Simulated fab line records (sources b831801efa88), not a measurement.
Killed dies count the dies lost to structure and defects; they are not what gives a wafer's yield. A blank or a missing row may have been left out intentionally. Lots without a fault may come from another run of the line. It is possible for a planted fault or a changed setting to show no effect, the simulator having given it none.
A lot that was struck, set against a sound lot | flow sky130 | 16 steps out of a route of 708
Sound: these wafers, L447.1, L447.2, L447.3. The struck wafers were L455.3, L455.4, L455.6. At the end, the cause is stated.
Per side, at each step with rows, come the tool, then ch with its chambers, and then its first start. Under that, the readings that differ: sound wafers | struck wafers | difference of the means | sigmas: that difference in standard deviations of wafers without a fault.
alike: same words and numbers on both sides, and readings whose means sit less than 2 such deviations apart. not compared: any withheld reading, any reading some wafer has no value for, any bound like >300 that may hide the same value, and any number with overlapping values for which the record gives no deviation.
Wherever a step has rows on one side only, a row that says differs or no value, or a row with sigmas, the two part there. Non-overlapping numbers with no deviation appear without sigmas and do not part them. Lack of a reading on every wafer of one side parts them only where that side has two or more wafers.

first, 7 steps without rows for these wafers: SKY_METAL4_HMDS_06 (prime time 60 s); SKY_METAL4_COAT_07 (resist thk 60 nm); SKY_METAL4_COAT_08 (resist thk 1140 nm); SKY_METAL4_SOFTBAKE_09 (time 90 s); SKY_METAL4_EXPOSE_10 (exposes mask MM4, target cd 300 nm); SKY_METAL4_PEB_11; SKY_METAL4_DEVELOP_12 (develop time 60 s).
SKY_METAL4_CD_MEAS_13: target cd 300 nm.
  sound: cd-sem-02 at day 42 17:11; struck: cd-sem-02 at day 46 12:50
  alike: cd-nm
SKY_METAL4_OVL_MEAS_14:
  sound: overlay-01 at day 42 17:19; struck: overlay-02 at day 46 12:55
  alike: METAL4_OVL
SKY_METAL4_DESCUM_15: chemistry O2, time 8 s.
  sound on rie-metal-03 ch 1, day 42 17:20; struck on rie-metal-01 ch 0,1, day 46 12:57
  reading               | sound             | struck            | difference | sigmas
  oes-product-au (a.u.) | 0.984 0.995 0.979 | 1.008 1.003 1.008 | +0.020     | +2
  alike: drypump-motor-current-A
  not compared: rf-hours-counter-h
SKY_METAL4_ETCH_16: etches BARC in N2/H2, stops on SiO2, time 88.2 s, target depth 60 nm.
  sound on rie-metal-03 ch 1, day 42 17:24; struck on rie-metal-01 ch 0,1, day 46 13:01
  alike: drypump-motor-current-A, oes-product-au, throttle-valve-pct
  not compared: rf-hours-counter-h
SKY_METAL4_ETCH_17: etches SiO2 in C4F8/O2/Ar, stops on TiN, time 3.9 s, target depth 15 nm.
  sound on rie-diel-04 ch 1,2,3, day 42 17:36; struck on rie-diel-04 ch 0,1, day 46 13:04
  alike: oes-product-au
  not compared: rf-hours-counter-h
SKY_METAL4_METAL_ETCH_18: etches the open film in Cl2/BCl3, stops on SiO2, target depth 845 nm, time 183.1 s.
  sound on rie-metal-04 ch 0,1, day 42 17:37; struck on rie-metal-04 ch 0,1, day 46 13:09
  reading                                       | sound             | struck            | difference | sigmas
  oes-product-au (a.u.)                         | 0.868 0.870 0.867 | 0.698 0.694 0.699 | -0.171     | -23
  model.etch.depth-nm (nm)                      | 863.7 870.6 864.6 | 573.1 570.7 566.5 | -296.2     |
  model.METAL4.feature-depth-nm (nm)            | 863.7 870.6 864.6 | 573.1 570.7 566.5 | -296.2     |
  model.KrF-thick_of_METAL4_COAT_08.thk-nm (nm) | 536 535.3 527.2   | 791.1 791.6 795.2 | +259.8     |
  alike: drypump-motor-current-A, throttle-valve-pct
  not compared: rf-hours-counter-h
SKY_METAL4_STRIP_19: strips in O2/N2.
  sound on plasma-asher-03 ch 0,1, day 42 17:48; struck on plasma-asher-03 ch 0,1, day 46 13:18
  reading                      | sound             | struck            | difference | sigmas
  oes-product-au (a.u.)        | 0.512 0.505 0.502 | 0.611 0.611 0.607 | +0.103     | +18
  strip-time-to-endpoint-s (s) | 6.61 6.63 6.54    | 9.13 9.12 9.17    | +2.55      | +29
  alike: drypump-motor-current-A
  not compared: rf-hours-counter-h
then, 1 step without rows for these wafers: SKY_METAL4_STRIP_20 (strips in post etch residue remover, time 1200 s).
-- the record jumps here: 3 days lie between the struck wafers' starts before and after (it left off in module METAL4 and takes up again in module PAD_OPEN, whose first step shown is number 708 of the route) --
SKY_PAD_OPEN_PROBE_99:
  sound: prober-01 at day 46 15:04; struck: prober-01 at day 49 23:32
  reading                  | sound          | struck         | difference | sigmas
  defect-limited-yield (%) | 83.1 83.7 82.3 | 0 0 0          | -83        | -42
  killed_at_M4_up          | 1 4 2          | 413 424 413    | +414       | +99 or more
  killed-dies              | 83 80 87       | 492 492 492    | +409       | +42
  killed-on-rim            | 20 16 16       | 96 96 96       | +79        | +21
  sort_bin_5_function (%)  | 10.0 9.6 9.6   | 92.5 94.1 93.1 | +83.5      | +60
  sort-n-pass              | 409 412 405    | 0 0 0          | -409       | -42
  sort-yield-pct (%)       | 83.1 83.7 82.3 | 0 0 0          | -83        | -42
  alike: killed_at_M0_to_M3, killed-at-contacts, killed-at-front-end, killed-at-other, killed-open, killed-short, sort_bin_3_pad_short, sort_bin_6_memory

WHERE THEY PART
First at SKY_METAL4_DESCUM_15; last, within this record, at SKY_PAD_OPEN_PROBE_99.

WHY: what had been put in by the simulator
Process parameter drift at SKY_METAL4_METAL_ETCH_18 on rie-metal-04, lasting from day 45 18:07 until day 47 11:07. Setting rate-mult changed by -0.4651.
